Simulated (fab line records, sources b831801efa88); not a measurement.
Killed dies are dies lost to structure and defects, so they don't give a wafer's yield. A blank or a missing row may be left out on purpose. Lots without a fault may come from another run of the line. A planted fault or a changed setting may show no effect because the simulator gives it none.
Which tool did it? | flow sky130 | 24 lots, 72 wafers sampled, at 5 steps of a route of 708

WHAT THE GAUGES READ, wafer by wafer
SKY_FIELD_ISO_BOW_MEAS_00.
lot  | measured    | on            | INCOMING_BOW (um)
L074 | day 1 10:00 | film_metro-01 | -5 1 10
L075 | day 1 15:02 | film_metro-02 | -8 1 -6
L076 | day 1 20:00 | film_metro-02 | -5 2 1
L077 | day 2 01:00 | film_metro-04 | 5 8 8
L078 | day 2 06:00 | film_metro-04 | -8 -2 0
L079 | day 2 11:01 | film_metro-02 | -3 4 -2
L080 | day 2 16:00 | film_metro-01 | 1 -12 -4
L081 | day 2 21:00 | film_metro-04 | -2 1 6
L082 | day 3 02:02 | film_metro-02 | 3 -7 0
L083 | day 3 07:01 | film_metro-01 | -2 1 -13
L084 | day 3 12:00 | film_metro-01 | 6 2 -2
L085 | day 3 17:01 | film_metro-04 | 1 5 0
L086 | day 3 22:00 | film_metro-04 | 4 6 -12
L087 | day 4 03:01 | film_metro-04 | -3 2 0
L088 | day 4 08:02 | film_metro-04 | 11 -5 2
L089 | day 4 13:04 | film_metro-04 | 1 2 1
L090 | day 4 18:01 | film_metro-02 | -8 -3 -10
L091 | day 4 23:04 | film_metro-04 | -4 2 0
L092 | day 5 04:00 | film_metro-01 | 8 -4 -2
L093 | day 5 09:01 | film_metro-01 | -12 19 -5
L094 | day 5 14:00 | film_metro-01 | 8 -7 1
L095 | day 5 19:00 | film_metro-01 | 9 1 5
L096 | day 6 00:02 | film_metro-02 | -7 -9 6
L097 | day 6 05:01 | film_metro-01 | 16 11 1

SKY_NWELL_OVL_MEAS_10.
lot  | measured     | on         | NWELL_00_OVL (nm)
L074 | day 4 15:08  | overlay-01 | -1.7 -0.4 -1.1
L075 | day 4 21:38  | overlay-02 | 0.3 -1.2 -2.0
L076 | day 5 01:38  | overlay-02 | -1.7 -2.0 -1.7
L077 | day 5 05:53  | overlay-02 | 0.8 -1.2 1.7
L078 | day 5 14:29  | overlay-01 | -3.4 -0.9 -2.0
L079 | day 5 17:26  | overlay-02 | -0.8 0.9 -0.3
L080 | day 5 22:14  | overlay-01 | -0.5 -2.2 -0.3
L081 | day 6 03:50  | overlay-01 | -0.5 -0.2 0.1
L082 | day 6 13:02  | overlay-02 | -2.0 -1.1 -2.3
L083 | day 6 18:20  | overlay-01 | -0.3 1.0 1.4
L084 | day 6 22:05  | overlay-01 | -1.5 -0.4 -1.5
L085 | day 7 03:11  | overlay-01 | -2.4 -1.8 -2.5
L086 | day 7 10:44  | overlay-01 | -1.8 -0.9 -2.5
L087 | day 7 16:17  | overlay-02 | -1.2 -0.2 -0.8
L088 | day 7 21:42  | overlay-01 | -1.0 -2.9 0.2
L089 | day 8 04:09  | overlay-02 | -1.8 -1.1 0.2
L090 | day 8 10:23  | overlay-01 | -0.7 -1.9 0.1
L091 | day 8 16:37  | overlay-01 | 3.1 2.4 2.4
L092 | day 9 00:56  | overlay-01 | 1.1 0.5 2.7
L093 | day 9 02:20  | overlay-01 | -3.7 -1.3 -1.8
L094 | day 9 10:23  | overlay-01 | -3.2 -4.1 -3.0
L095 | day 9 15:08  | overlay-01 | -0.5 -0.7 1.6
L096 | day 9 21:08  | overlay-01 | -1.5 -1.0 -1.2
L097 | day 10 02:08 | overlay-01 | -1.6 -3.5 -0.7

SKY_VT_ADJUST_NCORE_TW_MEAS_11.
lot  | measured     | on            | VT_ADJUST_NCORE_TW
L074 | day 8 17:16  | film_metro-01 | 218.5 218.4 218.5
L075 | day 9 01:06  | film_metro-02 | 217.8 217.3 218.5
L076 | day 9 04:25  | film_metro-01 | 219.6 219.9 218.1
L077 | day 9 09:11  | film_metro-01 | 217.8 219.8 219.4
L078 | day 9 20:08  | film_metro-04 | 224.0 223.3 223.0
L079 | day 10 00:14 | film_metro-02 | 217.9 216.5 217.6
L080 | day 10 06:23 | film_metro-02 | 217.6 217.6 217.5
L081 | day 10 12:55 | film_metro-02 | 217.4 217.0 216.7
L082 | day 11 01:26 | film_metro-04 | 219.5 219.4 220.3
L083 | day 11 05:50 | film_metro-01 | 218.6 218.7 217.7
L084 | day 11 15:22 | film_metro-01 | 219.1 218.0 217.6
L085 | day 11 17:38 | film_metro-01 | 218.3 219.6 217.9
L086 | day 12 04:04 | film_metro-01 | 219.5 219.2 218.9
L087 | day 12 09:09 | film_metro-01 | 220.8 220.4 219.9
L088 | day 12 16:42 | film_metro-04 | 221.8 223.1 222.7
L089 | day 12 22:40 | film_metro-04 | 221.4 222.9 223.0
L090 | day 13 06:53 | film_metro-01 | 218.9 220.3 219.2
L091 | day 13 15:19 | film_metro-04 | 222.3 222.0 222.8
L092 | day 13 23:35 | film_metro-04 | 221.4 221.7 222.9
L093 | day 14 03:35 | film_metro-01 | 221.2 220.1 220.2
L094 | day 14 12:07 | film_metro-01 | 219.9 219.4 220.3
L095 | day 14 18:35 | film_metro-04 | 221.1 222.1 222.2
L096 | day 15 00:57 | film_metro-02 | 217.9 218.4 217.3
L097 | day 15 05:17 | film_metro-01 | 220.6 220.3 220.6

SKY_SONOS_ONO_THK_MEAS_05.
lot  | measured     | on            | SONOS_ONO_CVD_04_THK (nm)
L074 | day 11 21:34 | film_metro-04 | 5.86 5.76 5.79
L075 | day 12 03:16 | film_metro-01 | 5.64 5.68 5.78
L076 | day 12 09:44 | film_metro-01 | 5.73 5.72 5.67
L077 | day 12 13:17 | film_metro-01 | 5.78 5.71 5.71
L078 | day 13 00:46 | film_metro-02 | 5.75 5.59 5.54
L079 | day 13 04:59 | film_metro-01 | 5.63 5.54 5.55
L080 | day 13 11:14 | film_metro-01 | 5.44 5.63 5.50
L081 | day 13 19:14 | film_metro-04 | 5.67 5.78 5.64
L082 | day 14 10:37 | film_metro-02 | 5.67 5.66 5.64
L083 | day 14 13:51 | film_metro-02 | 5.72 5.65 5.72
L084 | day 14 23:50 | film_metro-01 | 5.72 5.63 5.68
L085 | day 15 03:14 | film_metro-01 | 5.66 5.62 5.66
L086 | day 15 16:42 | film_metro-01 | 5.68 5.66 5.73
L087 | day 15 21:55 | film_metro-01 | 5.61 5.66 5.59
L088 | day 16 05:10 | film_metro-02 | 5.47 5.52 5.54
L089 | day 16 13:50 | film_metro-01 | 5.79 5.73 5.74
L090 | day 16 23:05 | film_metro-04 | 5.96 6.00 5.97
L091 | day 17 09:10 | film_metro-01 | 5.75 5.72 5.69
L092 | day 17 19:05 | film_metro-04 | 5.54 5.49 5.66
L093 | day 17 23:46 | film_metro-01 | 5.71 5.70 5.73
L094 | day 18 10:06 | film_metro-02 | 5.48 5.41 5.55
L095 | day 18 16:14 | film_metro-02 | 5.55 5.43 5.45
L096 | day 19 00:12 | film_metro-01 | 5.68 5.68 5.72
L097 | day 19 03:02 | film_metro-01 | 5.65 5.63 5.55

SKY_SONOS_ONO_OVL_MEAS_14.
lot  | measured     | on         | SONOS_ONO_OVL (nm)
L074 | day 12 21:35 | overlay-01 | 0.0 0.6 0.0
L075 | day 13 03:32 | overlay-01 | -1.2 -2.8 0.4
L076 | day 13 10:29 | overlay-01 | 0.0 0.3 -2.3
L077 | day 13 14:41 | overlay-02 | -1.0 0.0 -0.4
L078 | day 14 02:40 | overlay-01 | -1.7 -2.0 -1.2
L079 | day 14 06:19 | overlay-01 | -0.5 -4.1 -2.3
L080 | day 14 13:28 | overlay-01 | -2.3 -0.8 -1.1
L081 | day 14 21:41 | overlay-02 | -2.4 -3.2 -1.9
L082 | day 15 13:07 | overlay-02 | -0.6 -3.0 -0.7
L083 | day 15 16:56 | overlay-01 | -1.6 -1.8 -1.3
L084 | day 16 03:14 | overlay-01 | 0.0 -0.8 -2.0
L085 | day 16 06:57 | overlay-02 | 0.2 -0.4 -1.3
L086 | day 16 21:02 | overlay-02 | -1.9 -0.6 -0.3
L087 | day 17 02:07 | overlay-02 | -0.3 -0.7 -0.4
L088 | day 17 10:48 | overlay-02 | 0.6 -0.8 0.8
L089 | day 17 19:22 | overlay-01 | -1.5 -0.1 -0.8
L090 | day 18 04:46 | overlay-01 | -0.9 1.2 0.0
L091 | day 18 15:07 | overlay-02 | -0.2 -0.5 -1.3
L092 | day 19 00:50 | overlay-02 | -0.2 -0.7 -0.8
L093 | day 19 05:47 | overlay-02 | -3.0 -1.4 -2.7
L094 | day 19 16:35 | overlay-01 | -0.1 0.3 -3.0
L095 | day 19 23:23 | overlay-01 | -0.9 -1.6 -2.2
L096 | day 20 07:21 | overlay-01 | -1.2 -1.0 -0.8
L097 | day 20 10:02 | overlay-02 | -4.6 -3.6 -3.3

WHICH TOOL RAN EACH LOT (tool, then ch and the chambers of the sampled wafers, then the start)
The record holds no process step before these readings.

WHAT THE TOOLS THEMSELVES READ (means of the sampled wafers that have a number; where no wafer has one, the mark that the record gives instead)
The record holds no such reading with a usual standard deviation.

THE ANSWER, worked out from the rows above alone
Rule: what is usual is taken from the lots themselves. Put in order of their means at a reading, lots are off if they are a third of the lots or fewer, leave a main group of 4 or more, and stand apart from it by a gap of 3 or more times the standard deviation of the main group's means; of several such gaps the widest counts. A main group whose means are all the same, to the digits that the tables above print for the reading, isn't used. A lot without any number at a reading at which 4 lots or more have one is off too. The other lots that the step has rows for count as sound. The gauges are gone through in route order, then the tools' own readings, and for those a lot's mean is taken as printed above. The first step at which some lot is off is used, and at that step the reading that is off furthest; a lot without a number counts as furthest.
No lot is off at any reading shown: from this, nothing can be told.

WHAT THE SIMULATOR HAD PUT IN
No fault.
